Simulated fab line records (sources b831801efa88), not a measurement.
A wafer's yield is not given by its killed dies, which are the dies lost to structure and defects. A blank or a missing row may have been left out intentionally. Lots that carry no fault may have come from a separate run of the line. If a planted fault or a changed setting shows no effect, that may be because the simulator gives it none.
Chamber matching || flow sky130 || 4 sister chambers for SKY_VIA3_CMP_02 on cmp-01
The step polishes SiO2. 27 wafers are shown with their chamber, then 12 later ones without.

== EACH WAFER AND ITS CHAMBER ==
{"wafer": "L075.2", "chamber": 2, "motorCurrentA (A)": 13.4, "slurryFlowMlMin": 150.4}
{"wafer": "L075.3", "chamber": 0, "motorCurrentA (A)": 13.9, "slurryFlowMlMin": 149.8}
{"wafer": "L075.6", "chamber": 1, "motorCurrentA (A)": 12.7, "slurryFlowMlMin": 149.9}
{"wafer": "L076.1", "chamber": 0, "motorCurrentA (A)": 13.6, "slurryFlowMlMin": 150.0}
{"wafer": "L076.3", "chamber": 2, "motorCurrentA (A)": 12.7, "slurryFlowMlMin": 149.7}
{"wafer": "L076.6", "chamber": 1, "motorCurrentA (A)": 12.8, "slurryFlowMlMin": 149.7}
{"wafer": "L080.1", "chamber": 1, "motorCurrentA (A)": 12.6, "slurryFlowMlMin": 149.9}
{"wafer": "L080.2", "chamber": 0, "motorCurrentA (A)": 14.5, "slurryFlowMlMin": 150.1}
{"wafer": "L080.5", "chamber": 2, "motorCurrentA (A)": 13.4, "slurryFlowMlMin": 150.6}
{"wafer": "L081.1", "chamber": 0, "motorCurrentA (A)": 14.8, "slurryFlowMlMin": 150.6}
{"wafer": "L081.3", "chamber": 2, "motorCurrentA (A)": 13.4, "slurryFlowMlMin": 149.8}
{"wafer": "L081.4", "chamber": 1, "motorCurrentA (A)": 13.5, "slurryFlowMlMin": 149.2}
{"wafer": "L082.1", "chamber": 1, "motorCurrentA (A)": 12.7, "slurryFlowMlMin": 149.3}
{"wafer": "L082.5", "chamber": 1, "motorCurrentA (A)": 12.2, "slurryFlowMlMin": 149.8}
{"wafer": "L082.6", "chamber": 2, "motorCurrentA (A)": 12.6, "slurryFlowMlMin": 149.8}
{"wafer": "L083.2", "chamber": 1, "motorCurrentA (A)": 12.6, "slurryFlowMlMin": 149.8}
{"wafer": "L083.5", "chamber": 2, "motorCurrentA (A)": 13.1, "slurryFlowMlMin": 149.6}
{"wafer": "L083.6", "chamber": 3, "motorCurrentA (A)": 12.1, "slurryFlowMlMin": 150.1}
{"wafer": "L084.1", "chamber": 1, "motorCurrentA (A)": 12.2, "slurryFlowMlMin": 150.4}
{"wafer": "L084.4", "chamber": 2, "motorCurrentA (A)": 13.4, "slurryFlowMlMin": 150.3}
{"wafer": "L084.5", "chamber": 1, "motorCurrentA (A)": 12.6, "slurryFlowMlMin": 150.3}
{"wafer": "L086.1", "chamber": 3, "motorCurrentA (A)": 12.6, "slurryFlowMlMin": 149.6}
{"wafer": "L086.3", "chamber": 1, "motorCurrentA (A)": 12.8, "slurryFlowMlMin": 149.8}
{"wafer": "L086.4", "chamber": 0, "motorCurrentA (A)": 14.5, "slurryFlowMlMin": 150.0}
{"wafer": "L089.2", "chamber": 3, "motorCurrentA (A)": 11.8, "slurryFlowMlMin": 150.2}
{"wafer": "L089.3", "chamber": 1, "motorCurrentA (A)": 12.7, "slurryFlowMlMin": 150.7}
{"wafer": "L089.4", "chamber": 2, "motorCurrentA (A)": 12.7, "slurryFlowMlMin": 149.8}

SIGNATURES (means of the wafers above)
{"reading": "motorCurrentA", "chamber 0": 14.260, "chamber 1": 12.673, "chamber 2": 13.088, "chamber 3": 12.167, "scatter within a chamber": 0.385}
{"reading": "slurryFlowMlMin", "chamber 0": 150.100, "chamber 1": 149.891, "chamber 2": 150.000, "chamber 3": 149.967, "scatter within a chamber": 0.391}
Rule: for a wafer and a chamber, the distance is found by dividing, reading by reading, the gap between the wafer's reading and the chamber's mean by the reading's scatter, squaring, summing and taking the root. If the next closest chamber is less than 2 further off than the closest, the wafer can't be placed; otherwise it belongs to the closest. The scatter is the square root of a quotient: the sum, over the shown wafers, of each reading's squared deviation from its chamber's mean, divided by wafers minus chambers.

== WAFERS WITHOUT THEIR CHAMBER ==
{"wafer": "L088.3", "motorCurrentA (A)": 12.3, "slurryFlowMlMin": 149.6}
{"wafer": "L088.4", "motorCurrentA (A)": 13.4, "slurryFlowMlMin": 150.1}
{"wafer": "L088.5", "motorCurrentA (A)": 14.4, "slurryFlowMlMin": 150.5}
{"wafer": "L093.3", "motorCurrentA (A)": 12.2, "slurryFlowMlMin": 149.7}
{"wafer": "L093.4", "motorCurrentA (A)": 12.6, "slurryFlowMlMin": 150.6}
{"wafer": "L093.5", "motorCurrentA (A)": 13.0, "slurryFlowMlMin": 150.0}
{"wafer": "L096.4", "motorCurrentA (A)": 12.1, "slurryFlowMlMin": 149.6}
{"wafer": "L096.5", "motorCurrentA (A)": 12.3, "slurryFlowMlMin": 149.8}
{"wafer": "L096.6", "motorCurrentA (A)": 13.2, "slurryFlowMlMin": 149.6}
{"wafer": "L097.1", "motorCurrentA (A)": 12.6, "slurryFlowMlMin": 149.6}
{"wafer": "L097.3", "motorCurrentA (A)": 13.3, "slurryFlowMlMin": 150.8}
{"wafer": "L097.4", "motorCurrentA (A)": 14.0, "slurryFlowMlMin": 150.4}

== THE CHAMBER EACH PASSED THROUGH ==
{"wafer": "L088.3", "from the rows above": "can't be placed: 3 or 1 or 2", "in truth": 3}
{"wafer": "L088.4", "from the rows above": "can't be placed: 2 or 1 or 0", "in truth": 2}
{"wafer": "L088.5", "from the rows above": 0, "in truth": 0}
{"wafer": "L093.3", "from the rows above": "can't be placed: 3 or 1 or 2", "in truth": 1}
{"wafer": "L093.4", "from the rows above": "can't be placed: 1 or 3 or 2", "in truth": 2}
{"wafer": "L093.5", "from the rows above": "can't be placed: 2 or 1 or 3", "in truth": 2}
{"wafer": "L096.4", "from the rows above": "can't be placed: 3 or 1 or 2", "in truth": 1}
{"wafer": "L096.5", "from the rows above": "can't be placed: 3 or 1 or 2", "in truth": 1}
{"wafer": "L096.6", "from the rows above": "can't be placed: 2 or 1 or 3 or 0", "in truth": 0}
{"wafer": "L097.1", "from the rows above": "can't be placed: 1 or 3 or 2", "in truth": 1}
{"wafer": "L097.3", "from the rows above": "can't be placed: 2 or 1 or 0 or 3", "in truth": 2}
{"wafer": "L097.4", "from the rows above": "can't be placed: 0 or 2", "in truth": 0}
1 of 12 placed correctly. Can't be placed from these rows: 11 (the true chamber is among the candidates in 11). Placed wrongly: 0.
